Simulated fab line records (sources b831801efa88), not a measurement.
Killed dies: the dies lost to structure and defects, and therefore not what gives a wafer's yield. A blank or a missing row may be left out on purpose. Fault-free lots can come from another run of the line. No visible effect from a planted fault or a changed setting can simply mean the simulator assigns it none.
fab line records	flow sky130
[record] lots = 24	wafers = 72	lastDay = 50
route steps=708 shown NWELL@34 METAL1@439 VIA1@472 METAL2@486 VIA2@508 VIA3@574
lots that met no fault: taken from a fault-free run of the same line
startH: hours from the record's opening day to when the first of the lot's shown wafers began	waitH: hours from the lot's prior step to this one	" same as the row above	L1.1+2: a single row standing in for several wafers	- value missing, or start not given	* or withheld: withheld	< > ~ a bound
route shown NAME@n: a module of which the file shows steps, and the number in the route of the first	usual: mean and standard deviation over wafers with no fault	same: alike in all rows	chamber/n: place in a boat	sites: readings site by site	_std_site: the standard deviation of these	_edge_site: mean of outer sites minus mean of inner sites	radiusMm: how far each site lies from the wafer's centre	mask NAME#n: copy n	behind: the last tool/chamber to shape the wafer	hold: what put the lot on hold/how long, in hours/how the hold closed	device: the transistor (n, p or np) that didn't switch	end of line: the route-end tests of the same wafers	a step without rows: its recipe alone	killed: the dies lost at the first sort to structure and to defects; this is not the yield of the wafer	map: shows each die of a wafer: x if killed, . if not, _ if none is there
set.NAME: the setting as run; set.NAME@STEP: as run at that earlier step	model.NAME: the simulator's own value behind a step, which no gauge read
steps of the route over a sample of lots; a table a step, a row a wafer
services: the hour from which a tool's chamber was out of use, counted from the record's first day as startH (under 0 if before that day), plus the number of hours and why
[[steps]]
[step SKY_NWELL_THK_MEAS_02]
[recipe] reads = SiO2_of_NWELL_OXIDATION_01
[usual] NWELL_OXIDATION_THK = 10.09/0.22
lot.wafer	tool	chamber	startH	waitH	NWELL_OXIDATION_THK[nm]
L074.1	filmMetro-03	-	38.47	0.0	10.21
L074.3	"	-	"	"	10.03
L074.6	"	-	"	"	10.06
L075.1	filmMetro-04	-	42.52	0.0	10.21
L075.2	"	-	"	"	10.25
L075.3	"	-	"	"	9.98
L076.2	filmMetro-04	-	49.54	0.0	9.71
L076.3	"	-	"	"	9.67
L076.4	"	-	"	"	9.81
L077.1	filmMetro-01	-	53.69	0.0	9.88
L077.4	"	-	"	"	10.04
L077.5	"	-	"	"	9.82
L078.1	filmMetro-03	-	59.28	0.0	10.45
L078.2	"	-	"	"	10.33
L078.3	"	-	"	"	10.33
L079.2	filmMetro-03	-	64.23	0.0	10.16
L079.5	"	-	"	"	10.10
L079.6	"	-	"	"	10.07
L080.3	filmMetro-04	-	68.66	0.0	9.98
L080.4	"	-	"	"	10.11
L080.6	"	-	"	"	10.18
L081.2	filmMetro-03	-	77.91	0.0	10.26
L081.4	"	-	"	"	10.36
L081.5	"	-	"	"	10.08
L082.1	filmMetro-01	-	92.36	0.0	10.14
L082.2	"	-	"	"	10.18
L082.4	"	-	"	"	10.13
L083.1	filmMetro-03	-	92.36	0.0	9.99
L083.4	"	-	"	"	10.31
L083.6	"	-	"	"	10.18
L084.1	filmMetro-04	-	98.84	0.0	9.84
L084.2	"	-	"	"	10.00
L084.3	"	-	"	"	9.88
L085.1	filmMetro-03	-	98.84	0.0	9.97
L085.5	"	-	"	"	10.16
L085.6	"	-	"	"	10.04
L086.1	filmMetro-03	-	100.69	0.0	10.49
L086.5	"	-	"	"	10.37
L086.6	"	-	"	"	10.51
L087.4	filmMetro-04	-	104.52	0.0	9.84
L087.5	"	-	"	"	9.63
L087.6	"	-	"	"	9.82
L089.2	filmMetro-03	-	114.43	0.0	10.17
L089.3	"	-	"	"	10.25
L089.5	"	-	"	"	10.26
L088.3	filmMetro-04	-	114.44	0.0	10.29
L088.5	"	-	"	"	10.38
L088.6	"	-	"	"	10.17
L090.2	filmMetro-04	-	123.04	0.0	9.68
L090.3	"	-	"	"	9.74
L090.5	"	-	"	"	9.56
L091.2	filmMetro-01	-	125.96	0.0	9.86
L091.3	"	-	"	"	9.77
L091.4	"	-	"	"	9.93
L092.3	filmMetro-04	-	129.78	0.0	10.33
L092.4	"	-	"	"	10.27
L092.5	"	-	"	"	10.21
L093.1	filmMetro-01	-	134.00	0.0	10.32
L093.3	"	-	"	"	10.38
L093.6	"	-	"	"	10.53
L094.1	filmMetro-04	-	142.23	0.0	10.20
L094.2	"	-	"	"	10.29
L094.4	"	-	"	"	10.10
L095.1	filmMetro-03	-	148.77	0.0	9.79
L095.2	"	-	"	"	9.87
L095.5	"	-	"	"	10.00
L096.2	filmMetro-01	-	150.96	0.0	10.21
L096.3	"	-	"	"	10.24
L096.5	"	-	"	"	10.27
L097.1	filmMetro-03	-	157.52	0.0	9.89
L097.4	"	-	"	"	9.93
L097.5	"	-	"	"	9.99
[step SKY_METAL1_RS_MEAS_05]
[recipe] thkMeasGauge = four-point-probe	reads = TiN_of_METAL1_SPUTTER_04+Ti_of_METAL1_SPUTTER_03+AlCu_of_METAL1_SPUTTER_02+TiN_of_METAL1_SPUTTER_01+Ti_of_METAL1_SPUTTER_00
[usual] METAL1_ALCU_RS = 0.1262/0.0015
lot.wafer	tool	chamber	startH	waitH	METAL1_ALCU_RS[ohm/sq]
L074.1	filmMetro-03	-	752.16	0.0	0.1255
L074.3	"	-	"	"	0.1285
L074.6	"	-	"	"	0.1268
L075.1	filmMetro-01	-	758.58	0.0	0.1246
L075.2	"	-	"	"	0.1244
L075.3	"	-	"	"	0.1267
L076.2	filmMetro-03	-	766.46	0.0	0.1298
L076.3	"	-	"	"	0.1279
L076.4	"	-	"	"	0.1269
L077.1	filmMetro-03	-	771.56	0.0	0.1250
L077.4	"	-	"	"	0.1255
L077.5	"	-	"	"	0.1249
L078.1	filmMetro-04	-	784.51	0.0	0.1255
L078.2	"	-	"	"	0.1256
L078.3	"	-	"	"	0.1274
L079.2	filmMetro-04	-	790.55	0.0	0.1249
L079.5	"	-	"	"	0.1252
L079.6	"	-	"	"	0.1249
L080.3	filmMetro-04	-	798.34	0.1	0.1275
L080.4	"	-	"	"	0.1253
L080.6	"	-	"	"	0.1258
L081.2	filmMetro-03	-	814.17	0.0	0.1270
L081.4	"	-	"	"	0.1282
L081.5	"	-	"	"	0.1274
L082.1	filmMetro-03	-	833.84	0.0	0.1239
L082.2	"	-	"	"	0.1256
L082.4	"	-	"	"	0.1239
L083.1	filmMetro-04	-	836.59	0.0	0.1245
L083.4	"	-	"	"	0.1259
L083.6	"	-	"	"	0.1276
L084.1	filmMetro-04	-	841.62	0.0	0.1245
L084.2	"	-	"	"	0.1269
L084.3	"	-	"	"	0.1249
L086.1	filmMetro-04	-	846.70	0.0	0.1260
L086.5	"	-	"	"	0.1268
L086.6	"	-	"	"	0.1278
L085.1	filmMetro-03	-	847.18	0.0	0.1243
L085.5	"	-	"	"	0.1253
L085.6	"	-	"	"	0.1237
L087.4	filmMetro-04	-	850.28	0.1	0.1270
L087.5	"	-	"	"	0.1258
L087.6	"	-	"	"	0.1286
L088.3	filmMetro-04	-	861.99	0.1	0.1272
L088.5	"	-	"	"	0.1268
L088.6	"	-	"	"	0.1254
L089.2	filmMetro-01	-	867.25	0.0	0.1275
L089.3	"	-	"	"	0.1284
L089.5	"	-	"	"	0.1280
L090.2	filmMetro-01	-	873.07	0.0	0.1268
L090.3	"	-	"	"	0.1273
L090.5	"	-	"	"	0.1257
L091.2	filmMetro-04	-	879.44	0.0	0.1274
L091.3	"	-	"	"	0.1256
L091.4	"	-	"	"	0.1252
L093.1	filmMetro-03	-	888.25	0.0	0.1250
L093.3	"	-	"	"	0.1249
L093.6	"	-	"	"	0.1240
L092.3	filmMetro-04	-	894.27	0.1	0.1276
L092.4	"	-	"	"	0.1279
L092.5	"	-	"	"	0.1274
L094.1	filmMetro-01	-	901.72	0.0	0.1255
L094.2	"	-	"	"	0.1250
L094.4	"	-	"	"	0.1248
L095.1	filmMetro-01	-	907.78	0.0	0.1284
L095.2	"	-	"	"	0.1244
L095.5	"	-	"	"	0.1263
L096.2	filmMetro-04	-	912.57	0.0	0.1276
L096.3	"	-	"	"	0.1264
L096.5	"	-	"	"	0.1276
L097.1	filmMetro-04	-	919.37	0.0	0.1254
L097.4	"	-	"	"	0.1264
L097.5	"	-	"	"	0.1254
[step SKY_VIA1_ETCH_14]
[recipe] chemistry = N2/H2	target = BARC	ionEnergyEv = 200	sourceW = 500	biasW = 100	pressureMtorr = 30	n2FlowSccm = 100	h2FlowSccm = 200	stopOn = SiO2	timeS = 45.9	targetDepthA = 600
[usual] drypumpMotorCurrentA = 5.9/0.56	h2FlowSccm = 200.0/0.57	oesProductAu = 0.854/0.0048	throttleValvePct = 13.226/0.0085
[same] timeS = 45.9
lot.wafer	tool	chamber	startH	waitH	drypumpMotorCurrentA	h2FlowSccm	oesProductAu	rfHoursCounterH	throttleValvePct
L074.1	rieDiel-03	0	807.60	0.0	5.6	200.5	0.846	22	13.226
L074.3	"	1	"	"	6.8	199.4	0.849	23	13.222
L074.6	"	2	"	"	5.9	199.1	0.852	-	13.213
L075.1	rieDiel-03	1	813.90	0.0	6.8	199.0	0.858	23	13.234
L075.2	"	0	"	"	5.6	199.5	0.848	22	13.218
L075.3	"	2	"	"	5.9	199.4	0.854	3	13.221
L076.2	rieDiel-02	2	821.15	0.0	6.2	199.8	0.857	2	13.226
L076.3	"	3	"	"	5.5	199.9	0.858	15	13.227
L076.4	"	2	"	"	6.1	200.1	0.855	-	13.232
L077.1	rieDiel-02	1	826.03	0.0	4.9	200.8	0.852	5	13.222
L077.4	"	3	"	"	5.5	199.6	0.849	-	13.224
L077.5	"	1	"	"	4.9	200.7	0.858	-	13.221
L078.1	rieDiel-03	2	838.53	0.0	5.9	201.7	0.862	3	13.234
L078.2	"	0	"	"	5.6	200.2	0.851	23	13.234
L078.3	"	1	"	"	6.8	199.5	0.856	24	13.208
L079.2	rieDiel-02	2	844.23	0.0	6.2	200.4	0.861	2	13.238
L079.5	"	3	"	"	5.5	199.7	0.856	-	13.232
L079.6	"	0	"	"	5.0	199.5	0.852	-	13.222
L080.3	rieDiel-02	0	852.98	0.0	5.0	200.1	0.846	11	13.232
L080.4	"	1	"	"	4.9	200.1	0.856	6	13.225
L080.6	"	3	"	"	5.5	200.2	0.854	-	13.210
L081.2	rieDiel-03	3	868.55	0.0	6.1	199.6	0.860	9	13.218
L081.4	"	1	"	"	6.8	200.3	0.858	25	13.243
L081.5	"	2	"	"	5.9	199.9	0.856	-	13.233
L082.1	rieDiel-04	0	888.83	0.0	6.1	201.2	0.865	4	13.240
L082.2	"	2	"	"	6.1	199.8	0.853	5	13.217
L082.4	"	3	"	"	6.1	200.9	0.853	8	13.225
L083.1	rieDiel-04	1	890.50	0.0	6.7	199.6	0.847	9	13.227
L083.4	"	2	"	"	6.1	200.1	0.851	5	13.221
L083.6	"	2	"	"	6.1	200.2	0.856	-	13.225
L084.1	rieDiel-02	2	894.85	0.0	6.2	199.6	0.852	4	13.236
L084.2	"	3	"	"	5.5	200.0	0.860	17	13.210
L084.3	"	1	"	"	4.9	199.4	0.856	7	13.237
L085.1	rieDiel-04	3	901.24	0.0	6.1	199.3	0.852	8	13.220
L085.5	"	3	"	"	6.1	199.1	0.845	-	13.205
L085.6	"	0	"	"	6.1	199.6	0.857	-	13.230
L086.1	rieDiel-02	2	901.33	0.0	6.2	199.5	0.850	4	13.227
L086.5	"	1	"	"	4.9	199.7	0.852	-	13.218
L086.6	"	2	"	"	6.2	199.2	0.856	-	13.218
L087.4	rieDiel-03	3	903.98	0.0	6.1	200.6	0.860	10	13.232
L087.5	"	2	"	"	5.9	200.0	0.853	-	13.224
L087.6	"	3	"	"	6.1	200.6	0.846	-	13.230
L088.3	rieDiel-04	1	915.68	0.0	6.7	200.4	0.858	10	13.219
L088.5	"	1	"	"	6.7	200.2	0.854	-	13.225
L088.6	"	2	"	"	6.1	199.3	0.855	-	13.203
L089.2	rieDiel-03	0	920.37	0.0	5.6	200.2	0.849	26	13.226
L089.3	"	1	"	"	6.8	199.9	0.852	26	13.218
L089.5	"	0	"	"	5.6	200.3	0.844	-	13.225
L090.2	rieDiel-03	3	925.99	0.0	6.1	200.5	0.853	11	13.219
L090.3	"	2	"	"	5.9	199.9	0.857	6	13.230
L090.5	"	2	"	"	5.9	200.6	0.848	-	13.235
L091.2	rieDiel-02	3	932.53	0.0	5.5	200.3	0.855	18	13.226
L091.3	"	2	"	"	6.1	199.6	0.861	4	13.222
L091.4	"	1	"	"	4.9	199.8	0.853	9	13.228
L093.1	rieDiel-02	1	939.74	0.0	4.9	199.4	0.852	9	13.237
L093.3	"	2	"	"	6.1	198.9	0.862	5	13.239
L093.6	"	3	"	"	5.5	200.1	0.844	-	13.238
L092.3	rieDiel-03	2	947.04	0.0	5.9	199.4	0.861	7	13.217
L092.4	"	3	"	"	6.1	200.2	0.861	12	13.225
L092.5	"	0	"	"	5.6	199.7	0.861	-	13.227
L094.1	rieDiel-02	1	954.23	0.0	4.9	199.8	0.859	9	13.214
L094.2	"	2	"	"	6.1	200.3	0.859	5	13.237
L094.4	"	0	"	"	5.0	200.6	0.846	14	13.227
L095.1	rieDiel-03	0	960.13	0.0	5.6	199.2	0.847	28	13.218
L095.2	"	2	"	"	6.0	200.3	0.851	7	13.235
L095.5	"	0	"	"	5.6	200.8	0.846	-	13.220
L096.2	rieDiel-03	3	963.64	0.0	6.1	201.5	0.854	12	13.225
L096.3	"	2	"	"	5.9	199.2	0.860	7	13.235
L096.5	"	2	"	"	5.9	201.3	0.856	-	13.229
L097.1	rieDiel-04	0	969.88	0.0	6.1	199.8	0.849	7	13.232
L097.4	"	1	"	"	6.7	199.9	0.845	11	13.230
L097.5	"	1	"	"	6.7	199.9	0.853	-	13.232
[step SKY_METAL2_SPUTTER_03]
[recipe] material = Ti	targetThkNm = 5	powerW = 3000	timeS = 3.3	chamberPressurePa = 0.4
[usual] throttleValvePct = 30.1/0.78
[same] timeS = 3.3
lot.wafer	tool	chamber	startH	waitH	throttleValvePct
L074.1	pvdSputter-03	-	808.99	0.0	30.4
L074.3	"	-	"	"	29.3
L074.6	"	-	"	"	30.8
L075.1	pvdSputter-03	-	815.29	0.0	29.3
L075.2	"	-	"	"	30.8
L075.3	"	-	"	"	30.2
L076.2	pvdSputter-03	-	822.58	0.0	30.6
L076.3	"	-	"	"	30.2
L076.4	"	-	"	"	29.1
L077.1	pvdSputter-04	-	827.41	0.0	31.2
L077.4	"	-	"	"	30.5
L077.5	"	-	"	"	28.7
L078.1	pvdSputter-04	-	839.92	0.0	30.4
L078.2	"	-	"	"	28.9
L078.3	"	-	"	"	30.8
L079.2	pvdSputter-04	-	845.62	0.0	29.9
L079.5	"	-	"	"	29.8
L079.6	"	-	"	"	30.5
L080.3	pvdSputter-04	-	854.37	0.0	28.9
L080.4	"	-	"	"	29.6
L080.6	"	-	"	"	31.2
L081.2	pvdSputter-02	-	869.98	0.0	30.5
L081.4	"	-	"	"	29.2
L081.5	"	-	"	"	29.4
L082.1	pvdSputter-02	-	890.23	0.0	29.2
L082.2	"	-	"	"	32.0
L082.4	"	-	"	"	29.4
L083.1	pvdSputter-03	-	891.89	0.0	30.4
L083.4	"	-	"	"	29.2
L083.6	"	-	"	"	29.1
L084.1	pvdSputter-04	-	896.34	0.0	30.1
L084.2	"	-	"	"	31.3
L084.3	"	-	"	"	28.9
L085.1	pvdSputter-04	-	902.71	0.0	31.0
L085.5	"	-	"	"	30.5
L085.6	"	-	"	"	30.0
L086.1	pvdSputter-03	-	903.01	0.0	29.1
L086.5	"	-	"	"	30.4
L086.6	"	-	"	"	29.3
L087.4	pvdSputter-04	-	905.40	0.0	29.8
L087.5	"	-	"	"	28.8
L087.6	"	-	"	"	31.1
L088.3	pvdSputter-04	-	917.07	0.0	30.1
L088.5	"	-	"	"	29.9
L088.6	"	-	"	"	30.4
L089.2	pvdSputter-04	-	921.76	0.0	31.1
L089.3	"	-	"	"	29.8
L089.5	"	-	"	"	30.8
L090.2	pvdSputter-02	-	927.37	0.0	29.6
L090.3	"	-	"	"	30.2
L090.5	"	-	"	"	30.3
L091.2	pvdSputter-03	-	933.92	0.0	30.4
L091.3	"	-	"	"	29.1
L091.4	"	-	"	"	30.4
L093.1	pvdSputter-04	-	941.12	0.0	29.6
L093.3	"	-	"	"	30.5
L093.6	"	-	"	"	29.8
L092.3	pvdSputter-03	-	948.42	0.0	30.8
L092.4	"	-	"	"	29.1
L092.5	"	-	"	"	30.4
L094.1	pvdSputter-03	-	955.66	0.0	30.6
L094.2	"	-	"	"	29.1
L094.4	"	-	"	"	30.3
L095.1	pvdSputter-03	-	961.56	0.0	30.5
L095.2	"	-	"	"	29.3
L095.5	"	-	"	"	30.2
L096.2	pvdSputter-04	-	965.02	0.0	29.6
L096.3	"	-	"	"	30.6
L096.5	"	-	"	"	29.1
L097.1	pvdSputter-02	-	971.27	0.0	31.7
L097.4	"	-	"	"	29.4
L097.5	"	-	"	"	30.2
[step SKY_VIA2_THK_MEAS_01]
[recipe] reads = SiO2_of_VIA2_HDPCVD_00
[usual] VIA2_HDPCVD_THK = 1184/11
lot.wafer	tool	chamber	startH	waitH	VIA2_HDPCVD_THK[nm]
L074.1	filmMetro-03	-	836.33	0.1	1188
L074.3	"	-	"	"	1194
L074.6	"	-	"	"	1206
L075.1	filmMetro-03	-	842.96	0.1	1189
L075.2	"	-	"	"	1160
L075.3	"	-	"	"	1168
L076.2	filmMetro-01	-	850.43	0.1	1184
L076.3	"	-	"	"	1191
L076.4	"	-	"	"	1187
L077.1	filmMetro-03	-	855.22	0.1	1200
L077.4	"	-	"	"	1221
L077.5	"	-	"	"	1186
L078.1	filmMetro-03	-	867.12	0.1	1195
L078.2	"	-	"	"	1199
L078.3	"	-	"	"	1182
L079.2	filmMetro-02	-	873.12	0.1	1212
L079.5	"	-	"	"	1186
L079.6	"	-	"	"	1194
L080.3	filmMetro-02	-	882.11	0.1	1176
L080.4	"	-	"	"	1179
L080.6	"	-	"	"	1174
L081.2	filmMetro-03	-	897.60	0.1	1180
L081.4	"	-	"	"	1190
L081.5	"	-	"	"	1168
L082.1	filmMetro-02	-	917.73	0.1	1195
L082.2	"	-	"	"	1192
L082.4	"	-	"	"	1186
L083.1	filmMetro-02	-	919.08	0.1	1195
L083.4	"	-	"	"	1187
L083.6	"	-	"	"	1204
L084.1	filmMetro-03	-	922.46	0.1	1167
L084.2	"	-	"	"	1162
L084.3	"	-	"	"	1166
L085.1	filmMetro-02	-	929.25	0.1	1181
L085.5	"	-	"	"	1197
L085.6	"	-	"	"	1180
L086.1	filmMetro-03	-	929.57	0.1	1195
L086.5	"	-	"	"	1193
L086.6	"	-	"	"	1172
L087.4	filmMetro-01	-	931.37	0.0	1190
L087.5	"	-	"	"	1177
L087.6	"	-	"	"	1185
L088.3	filmMetro-03	-	943.86	0.1	1178
L088.5	"	-	"	"	1170
L088.6	"	-	"	"	1189
L089.2	filmMetro-02	-	948.47	0.1	1180
L089.3	"	-	"	"	1177
L089.5	"	-	"	"	1179
L090.2	filmMetro-03	-	953.57	0.1	1183
L090.3	"	-	"	"	1171
L090.5	"	-	"	"	1185
L091.2	filmMetro-02	-	959.83	0.1	1181
L091.3	"	-	"	"	1196
L091.4	"	-	"	"	1181
L093.1	filmMetro-03	-	966.31	0.1	1187
L093.3	"	-	"	"	1200
L093.6	"	-	"	"	1193
L092.3	filmMetro-02	-	973.93	0.1	1177
L092.4	"	-	"	"	1182
L092.5	"	-	"	"	1177
L094.1	filmMetro-02	-	980.53	0.1	1177
L094.2	"	-	"	"	1178
L094.4	"	-	"	"	1179
L095.1	filmMetro-03	-	986.40	0.1	1187
L095.2	"	-	"	"	1176
L095.5	"	-	"	"	1184
L096.2	filmMetro-03	-	990.73	0.1	1195
L096.3	"	-	"	"	1182
L096.5	"	-	"	"	1179
L097.1	filmMetro-03	-	996.16	0.1	1182
L097.4	"	-	"	"	1175
L097.5	"	-	"	"	1168
[step SKY_VIA3_THK_MEAS_01]
[recipe] reads = SiO2_of_VIA3_HDPCVD_00
[usual] VIA3_HDPCVD_THK = 1632/20
lot.wafer	tool	chamber	startH	waitH	VIA3_HDPCVD_THK[nm]
L074.1	filmMetro-04	-	918.57	0.1	1611
L074.3	"	-	"	"	1654
L074.6	"	-	"	"	1642
L075.1	filmMetro-02	-	924.79	0.1	1651
L075.2	"	-	"	"	1629
L075.3	"	-	"	"	1622
L076.2	filmMetro-02	-	932.38	0.1	1656
L076.3	"	-	"	"	1636
L076.4	"	-	"	"	1641
L077.1	filmMetro-02	-	936.12	0.1	1672
L077.4	"	-	"	"	1647
L077.5	"	-	"	"	1658
L078.1	filmMetro-01	-	947.27	0.1	1666
L078.2	"	-	"	"	1666
L078.3	"	-	"	"	1635
L079.2	filmMetro-02	-	953.28	0.1	1631
L079.5	"	-	"	"	1645
L079.6	"	-	"	"	1641
L080.3	filmMetro-02	-	962.96	0.1	1664
L080.4	"	-	"	"	1671
L080.6	"	-	"	"	1651
L081.2	filmMetro-04	-	977.00	0.1	1584
L081.4	"	-	"	"	1596
L081.5	"	-	"	"	1610
L082.1	filmMetro-02	-	995.75	0.1	1641
L082.2	"	-	"	"	1632
L082.4	"	-	"	"	1640
L083.1	filmMetro-02	-	996.90	0.1	1656
L083.4	"	-	"	"	1625
L083.6	"	-	"	"	1629
L084.1	filmMetro-01	-	1000.35	0.1	1647
L084.2	"	-	"	"	1638
L084.3	"	-	"	"	1660
L085.1	filmMetro-04	-	1006.69	0.1	1584
L085.5	"	-	"	"	1602
L085.6	"	-	"	"	1606
L086.1	filmMetro-04	-	1006.97	0.1	1633
L086.5	"	-	"	"	1628
L086.6	"	-	"	"	1628
L087.4	filmMetro-02	-	1008.30	0.0	1599
L087.5	"	-	"	"	1629
L087.6	"	-	"	"	1641
L088.3	filmMetro-02	-	1019.59	0.1	1645
L088.5	"	-	"	"	1625
L088.6	"	-	"	"	1642
L089.2	filmMetro-04	-	1024.53	0.1	1601
L089.3	"	-	"	"	1612
L089.5	"	-	"	"	1638
L090.2	filmMetro-01	-	1028.78	0.1	1619
L090.3	"	-	"	"	1637
L090.5	"	-	"	"	1602
L091.2	filmMetro-04	-	1034.53	0.1	1653
L091.3	"	-	"	"	1650
L091.4	"	-	"	"	1658
L093.1	filmMetro-01	-	1041.88	0.4	1628
L093.3	"	-	"	"	1611
L093.6	"	-	"	"	1604
L092.3	filmMetro-02	-	1047.89	0.1	1607
L092.4	"	-	"	"	1595
L092.5	"	-	"	"	1622
L094.1	filmMetro-02	-	1055.78	0.1	1614
L094.2	"	-	"	"	1628
L094.4	"	-	"	"	1617
L095.1	filmMetro-01	-	1061.31	0.1	1615
L095.2	"	-	"	"	1625
L095.5	"	-	"	"	1651
L096.2	filmMetro-04	-	1064.31	0.1	1667
L096.3	"	-	"	"	1641
L096.5	"	-	"	"	1664
L097.1	filmMetro-04	-	1068.69	0.1	1620
L097.4	"	-	"	"	1622
L097.5	"	-	"	"	1601
[[services]]
tool	chamber	startH	hours	kind
rieDiel-02	0	820.93	12.0	repair
pvdSputter-02	3	832.59	-	consumableReplace:kit
pvdSputter-02	3	832.59	18.0	scheduledDown
pvdSputter-02	3	832.59	18.0	ventCycle
pvdSputter-03	0	833.84	-	consumableReplace:kit
pvdSputter-03	0	833.84	18.0	scheduledDown
pvdSputter-03	0	833.84	18.0	ventCycle
pvdSputter-02	-	884.12	2.7	repair
rieDiel-04	-	885.84	0.4	repair
rieDiel-04	1	894.89	9.6	repair
rieDiel-03	1	904.82	6.8	repair
pvdSputter-02	-	905.39	1.8	repair
rieDiel-02	0	935.89	9.9	repair
pvdSputter-04	3	938.33	-	consumableReplace:kit
pvdSputter-04	3	938.33	18.0	scheduledDown
pvdSputter-04	3	938.33	18.0	ventCycle
pvdSputter-03	-	945.43	2.0	repair
rieDiel-04	3	948.95	4.6	repair
rieDiel-03	1	950.45	-	clean
rieDiel-03	1	950.45	16.8	scheduledDown
rieDiel-03	1	950.45	16.8	ventCycle
pvdSputter-04	-	952.73	1.8	repair
rieDiel-02	-	954.36	2.8	pm
rieDiel-04	1	971.16	2.1	repair
[[key]]
fault none
